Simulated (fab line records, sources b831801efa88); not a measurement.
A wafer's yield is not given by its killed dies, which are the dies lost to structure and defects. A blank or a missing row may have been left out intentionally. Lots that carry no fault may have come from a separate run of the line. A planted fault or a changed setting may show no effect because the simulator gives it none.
Which tool did it? / flow sky130 / 14 lots with 42 wafers sampled at 5 steps, on a route of 708 steps

## WHAT THE GAUGES READ, wafer by wafer
SKY_FIELD_ISO_THK_MEAS_23.
lot=L727; measured=day 2 08:24; on=filmMetro-01; FIELD_ISO_OXIDATION_01_THK (nm)=9.76 9.93 9.67
lot=L728; measured=day 2 13:55; on=filmMetro-01; FIELD_ISO_OXIDATION_01_THK (nm)=9.99 9.77 9.58
lot=L729; measured=day 2 18:23; on=filmMetro-01; FIELD_ISO_OXIDATION_01_THK (nm)=9.91 9.78 9.98
lot=L730; measured=day 2 22:47; on=filmMetro-04; FIELD_ISO_OXIDATION_01_THK (nm)=9.91 10.00 9.89
lot=L731; measured=day 3 05:14; on=filmMetro-02; FIELD_ISO_OXIDATION_01_THK (nm)=9.75 9.77 9.81
lot=L732; measured=day 3 07:53; on=filmMetro-01; FIELD_ISO_OXIDATION_01_THK (nm)=9.80 9.83 9.78
lot=L733; measured=day 3 19:07; on=filmMetro-02; FIELD_ISO_OXIDATION_01_THK (nm)=10.07 10.22 10.12
lot=L734; measured=day 3 19:07; on=filmMetro-04; FIELD_ISO_OXIDATION_01_THK (nm)=10.10 10.22 10.28
lot=L735; measured=day 4 06:18; on=filmMetro-01; FIELD_ISO_OXIDATION_01_THK (nm)=10.01 9.97 9.88
lot=L736; measured=day 4 06:19; on=filmMetro-04; FIELD_ISO_OXIDATION_01_THK (nm)=10.17 10.17 10.10
lot=L737; measured=day 4 13:19; on=filmMetro-01; FIELD_ISO_OXIDATION_01_THK (nm)=9.93 9.89 9.84
lot=L738; measured=day 4 21:37; on=filmMetro-02; FIELD_ISO_OXIDATION_01_THK (nm)=9.98 10.00 9.89
lot=L742; measured=day 5 14:10; on=filmMetro-04; FIELD_ISO_OXIDATION_01_THK (nm)=10.10 9.96 10.01
lot=L749; measured=day 7 01:18; on=filmMetro-02; FIELD_ISO_OXIDATION_01_THK (nm)=10.02 9.73 9.73

SKY_PWDE_OVL_MEAS_07.
lot=L727; measured=day 3 21:02; on=overlay-01; PWDE_OVL (nm)=-0.1 -2.9 -3.6
lot=L728; measured=day 4 02:34; on=overlay-01; PWDE_OVL (nm)=1.3 -0.7 0.4
lot=L729; measured=day 4 06:38; on=overlay-02; PWDE_OVL (nm)=-0.3 -0.3 0.0
lot=L730; measured=day 4 10:16; on=overlay-01; PWDE_OVL (nm)=1.3 -0.5 -0.9
lot=L731; measured=day 4 19:05; on=overlay-02; PWDE_OVL (nm)=0.4 1.4 -1.0
lot=L732; measured=day 5 06:04; on=overlay-01; PWDE_OVL (nm)=-1.3 -0.5 -0.8
lot=L733; measured=day 5 17:31; on=overlay-02; PWDE_OVL (nm)=-0.2 0.2 0.1
lot=L734; measured=day 5 16:49; on=overlay-01; PWDE_OVL (nm)=-2.9 1.5 0.1
lot=L735; measured=day 5 23:16; on=overlay-02; PWDE_OVL (nm)=-0.4 0.0 0.7
lot=L736; measured=day 6 00:56; on=overlay-02; PWDE_OVL (nm)=-2.1 0.5 1.1
lot=L737; measured=day 6 05:46; on=overlay-02; PWDE_OVL (nm)=-0.5 -1.7 -0.3
lot=L738; measured=day 6 14:40; on=overlay-02; PWDE_OVL (nm)=-2.3 -2.7 -
lot=L742; measured=day 7 10:07; on=overlay-01; PWDE_OVL (nm)=- - -1.2
lot=L749; measured=day 8 22:42; on=overlay-01; PWDE_OVL (nm)=-2.4 -2.6 -0.4

SKY_NWELL_RS_MEAS_31: the measuring method here is four-point-probe.
lot=L727; measured=day 5 08:23; on=filmMetro-03; PWDE_RS (ohm/sq)=5276 5292 5265
lot=L728; measured=day 5 14:33; on=filmMetro-02; PWDE_RS (ohm/sq)=5286 5298 5289
lot=L729; measured=day 5 19:02; on=filmMetro-04; PWDE_RS (ohm/sq)=5275 5282 5262
lot=L730; measured=day 5 23:04; on=filmMetro-03; PWDE_RS (ohm/sq)=5299 5311 5315
lot=L731; measured=day 6 09:18; on=filmMetro-03; PWDE_RS (ohm/sq)=5262 5268 5271
lot=L732; measured=day 6 19:27; on=filmMetro-02; PWDE_RS (ohm/sq)=5303 5296 5290
lot=L733; measured=day 7 09:14; on=filmMetro-02; PWDE_RS (ohm/sq)=5310 5297 5326
lot=L734; measured=day 7 08:40; on=filmMetro-04; PWDE_RS (ohm/sq)=5275 5268 5286
lot=L735; measured=day 7 15:25; on=filmMetro-04; PWDE_RS (ohm/sq)=5298 5318 5316
lot=L736; measured=day 7 17:06; on=filmMetro-04; PWDE_RS (ohm/sq)=5290 5280 5290
lot=L737; measured=day 7 23:30; on=filmMetro-02; PWDE_RS (ohm/sq)=5317 5322 5335
lot=L738; measured=day 8 07:37; on=filmMetro-04; PWDE_RS (ohm/sq)=5257 5257 5247
lot=L742; measured=day 9 05:02; on=filmMetro-02; PWDE_RS (ohm/sq)=5307 5282 5287
lot=L749; measured=day 10 19:48; on=filmMetro-02; PWDE_RS (ohm/sq)=5312 5312 5310

SKY_VT_ADJUST_LVTN_TW_MEAS_10.
lot=L727; measured=day 6 21:40; on=filmMetro-03; VT_ADJUST_LVTN_TW=241.6 242.4 243.0
lot=L728; measured=day 7 04:32; on=filmMetro-03; VT_ADJUST_LVTN_TW=240.9 242.6 241.9
lot=L729; measured=day 7 09:10; on=filmMetro-04; VT_ADJUST_LVTN_TW=240.8 240.0 240.9
lot=L730; measured=day 7 13:25; on=filmMetro-04; VT_ADJUST_LVTN_TW=240.2 241.2 241.5
lot=L731; measured=day 8 01:14; on=filmMetro-01; VT_ADJUST_LVTN_TW=242.6 243.0 242.1
lot=L732; measured=day 8 12:41; on=filmMetro-03; VT_ADJUST_LVTN_TW=243.3 243.8 244.4
lot=L733; measured=day 9 01:58; on=filmMetro-01; VT_ADJUST_LVTN_TW=241.8 241.1 241.4
lot=L734; measured=day 9 01:51; on=filmMetro-03; VT_ADJUST_LVTN_TW=244.1 245.3 242.8
lot=L735; measured=day 9 08:53; on=filmMetro-03; VT_ADJUST_LVTN_TW=245.2 242.9 245.9
lot=L736; measured=day 9 10:52; on=filmMetro-03; VT_ADJUST_LVTN_TW=245.2 243.9 245.7
lot=L737; measured=day 9 18:20; on=filmMetro-03; VT_ADJUST_LVTN_TW=244.7 243.5 243.2
lot=L738; measured=day 10 04:21; on=filmMetro-03; VT_ADJUST_LVTN_TW=247.0 245.5 244.3
lot=L742; measured=day 11 02:10; on=filmMetro-01; VT_ADJUST_LVTN_TW=241.5 240.3 240.7
lot=L749; measured=day 12 20:18; on=filmMetro-03; VT_ADJUST_LVTN_TW=245.2 243.3 245.6

## EACH LOT AND THE TOOL THAT RAN IT (in order: tool; ch and the chambers of the sampled wafers; start)
lot=L727; SKY_PWDE_DEVELOP_06=lithoTrack-03 ch 0, day 3 20:00
lot=L728; SKY_PWDE_DEVELOP_06=lithoTrack-03 ch 0, day 4 02:00
lot=L729; SKY_PWDE_DEVELOP_06=lithoTrack-03 ch 0, day 4 06:00
lot=L730; SKY_PWDE_DEVELOP_06=lithoTrack-02 ch 0, day 4 10:00
lot=L731; SKY_PWDE_DEVELOP_06=lithoTrack-03 ch 0, day 4 18:00
lot=L732; SKY_PWDE_DEVELOP_06=lithoTrack-03 ch 0, day 5 05:00
lot=L733; SKY_PWDE_DEVELOP_06=lithoTrack-02 ch 0, day 5 17:00
lot=L734; SKY_PWDE_DEVELOP_06=lithoTrack-01 ch 0, day 5 16:00
lot=L735; SKY_PWDE_DEVELOP_06=lithoTrack-01 ch 0, day 5 23:00
lot=L736; SKY_PWDE_DEVELOP_06=lithoTrack-03 ch 0, day 6 00:00
lot=L737; SKY_PWDE_DEVELOP_06=lithoTrack-01 ch 0, day 6 05:00
lot=L738; SKY_PWDE_DEVELOP_06=lithoTrack-01 ch 0, day 6 14:00
lot=L742; SKY_PWDE_DEVELOP_06=lithoTrack-01 ch 0, day 7 10:00
lot=L749; SKY_PWDE_DEVELOP_06=lithoTrack-02 ch 0, day 8 22:00
- SKY_PWDE_DEVELOP_06: develop time 60 s.

## AS READ BY THE TOOLS THEMSELVES (means over the sampled wafers that have a number; for cases with no such wafer, the mark the record gives instead)
SKY_PWDE_DEVELOP_06.
lot=L727; tool=lithoTrack-03; developerTempC (C)=22.96
lot=L728; tool=lithoTrack-03; developerTempC (C)=23.10
lot=L729; tool=lithoTrack-03; developerTempC (C)=23.09
lot=L730; tool=lithoTrack-02; developerTempC (C)=23.03
lot=L731; tool=lithoTrack-03; developerTempC (C)=22.97
lot=L732; tool=lithoTrack-03; developerTempC (C)=23.03
lot=L733; tool=lithoTrack-02; developerTempC (C)=22.91
lot=L734; tool=lithoTrack-01; developerTempC (C)=23.04
lot=L735; tool=lithoTrack-01; developerTempC (C)=22.96
lot=L736; tool=lithoTrack-03; developerTempC (C)=22.98
lot=L737; tool=lithoTrack-01; developerTempC (C)=23.04
lot=L738; tool=lithoTrack-01; developerTempC (C)=23.02
lot=L742; tool=lithoTrack-01; developerTempC (C)=23.04
lot=L749; tool=lithoTrack-02; developerTempC (C)=23.03

## THE ANSWER, worked out from the rows above alone
Rule: what is usual is taken from the lots themselves. The widest of any qualifying gaps counts: lots, ordered by their means at a reading, are off when they make up no more than a third of the lots, leave a main group of 4 or more, and stand apart from it by 3 or more times the standard deviation of that group's means. A main group is skipped when, at the precision printed for the reading in the tables above, its means are all equal. A lot without any number at a reading at which 4 lots or more have one is off too. Any other lot the step has rows for is counted as sound. First the gauges in route order, then the tools' own readings, where a lot's mean is used as printed above. At the first step where some lot is off, the reading lying furthest off is the one used; lots without a number count as furthest.
No lot is off at any reading shown: from this, nothing can be told.

## WHAT THE SIMULATOR HAD PUT IN
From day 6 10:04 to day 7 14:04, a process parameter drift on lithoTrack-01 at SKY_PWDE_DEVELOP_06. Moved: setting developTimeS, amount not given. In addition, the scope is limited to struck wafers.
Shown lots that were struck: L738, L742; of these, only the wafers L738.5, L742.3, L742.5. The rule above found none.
